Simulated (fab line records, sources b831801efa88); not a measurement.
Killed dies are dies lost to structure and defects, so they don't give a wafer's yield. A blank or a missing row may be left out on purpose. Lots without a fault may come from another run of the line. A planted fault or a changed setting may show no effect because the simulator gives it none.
Split-lot experiment | flow sfq_line | 5 lots, 23 wafers read, on a route of 325 steps

THE SPLIT
At SFQ_TRILAYER_I4_VIA_LITHO_EXPOSE_104 (exposes mask I4, target cd 700 nm), the setting dose_mj was moved away from the recipe's 21.3 on 10 of the 23 wafers read, by -7.2% to +3.6%. The other wafers ran this setting at the recipe's value.

FROM THE SPLIT TO THE READING: what the file shows between them, 3 steps
- SFQ_TRILAYER_I4_VIA_LITHO_PEB_106: peb time 60 s
- SFQ_TRILAYER_I4_VIA_LITHO_DEVELOP_105: time 60 s
- SFQ_TRILAYER_I4_VIA_BARC_OPEN_VIA_ETCH_146: etches BARC in O2, target depth 125 nm, time 41.7 s

THE READING
I4.cd_nm (the simulator's own value, which no gauge read), in nm, at SFQ_TRILAYER_I4_VIA_ETCH_VIA_ETCH_106 (etches SiO2 in CHF3, stops on Nb, target depth 260 nm). The file gives no usual value for it. The 13 wafers here that ran the recipe average 701.0 nm, standard deviation 2 nm.

wafer  | tool, chamber at the split | dose_mj as run | against the recipe | I4.cd_nm, nm | against lot-mates on the recipe
L076.1 | krf_scanner-02, 0          | 21.3           | recipe             | 699.4        | -
L076.3 | krf_scanner-02, 0          | 21.3           | recipe             | 699.4        | -
L076.5 | krf_scanner-02, 0          | 21.3           | recipe             | 701.6        | -
L077.1 | krf_scanner-02, 0          | 21.3           | recipe             | 702.8        | -
L077.2 | krf_scanner-02, 0          | 20.47          | -3.9%              | 691.7        | -8.5
L077.3 | krf_scanner-02, 0          | 21.3           | recipe             | 697.6        | -
L077.5 | krf_scanner-02, 0          | 20.47          | -3.9%              | 690.9        | -9.3
L077.6 | krf_scanner-02, 0          | 20.47          | -3.9%              | 693.2        | -7.0
L078.1 | krf_scanner-02, 0          | 19.76          | -7.2%              | 685.3        | -15.9
L078.2 | krf_scanner-02, 0          | 21.3           | recipe             | 700.9        | -
L078.3 | krf_scanner-02, 0          | 21.3           | recipe             | 701.5        | -
L078.5 | krf_scanner-02, 0          | 19.76          | -7.2%              | 688.4        | -12.8
L078.6 | krf_scanner-02, 0          | 19.76          | -7.2%              | 688.1        | -13.1
L083.2 | krf_scanner-01, 0          | 22.07          | +3.6%              | 706.1        | +6.1
L083.3 | krf_scanner-01, 0          | 21.3           | recipe             | 702.1        | -
L083.4 | krf_scanner-01, 0          | 21.3           | recipe             | 698.4        | -
L083.5 | krf_scanner-01, 0          | 22.07          | +3.6%              | 705          | +5.0
L083.6 | krf_scanner-01, 0          | 21.3           | recipe             | 699.6        | -
L085.1 | krf_scanner-01, 0          | 21.3           | recipe             | 703.9        | -
L085.2 | krf_scanner-01, 0          | 21.3           | recipe             | 701.4        | -
L085.3 | krf_scanner-01, 0          | 20.49          | -3.8%              | 694.5        | -8.9
L085.5 | krf_scanner-01, 0          | 20.49          | -3.8%              | 696.4        | -7.0
L085.6 | krf_scanner-01, 0          | 21.3           | recipe             | 704.9        | -

THE FIT
A straight line over all 23 wafers: I4.cd_nm changes by +1.81 nm for each +1% of dose_mj; r = +0.94; the points scatter about the line by 2 nm.
The same after taking each lot's own level away (the mean of its wafers on the recipe; 23 wafers): +1.9 nm for each +1%; r = +0.97; scatter 1.5 nm.
On that fit, the largest move of dose_mj shifts the reading by 14 nm.
The lots' own levels span 700.03 to 703.40 nm, that is 1.6 times the standard deviation above.
So the lot-to-lot level changes the slope little: the two slopes agree.
Check: with one of the wafers moved furthest among these (-7.2%) left out of the fit, the line predicts -13.6 nm for it against its lot-mates. It came out at -15.9 nm against them.

THE WHOLE CHAIN: every reading that the file lists as answering this split, in the file's order
step                                       | what it does                                          | reading                                                   | change (the file's fit)              | r (the file's)
SFQ_TRILAYER_I4_VIA_BARC_OPEN_VIA_ETCH_146 | etches BARC in O2, target depth 125 nm, time 41.7 s   | I4.cd_nm (the simulator's own value, which no gauge read) | +1.58 nm for each +1% of the setting | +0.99
SFQ_TRILAYER_I4_VIA_ETCH_VIA_ETCH_106      | etches SiO2 in CHF3, stops on Nb, target depth 260 nm | I4.cd_nm (the simulator's own value, which no gauge read) | +1.94 nm for each +1% of the setting | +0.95

THE FILE'S OWN FIT
I4.cd_nm changes by +1.94 nm for each +1% of dose_mj, r = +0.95.
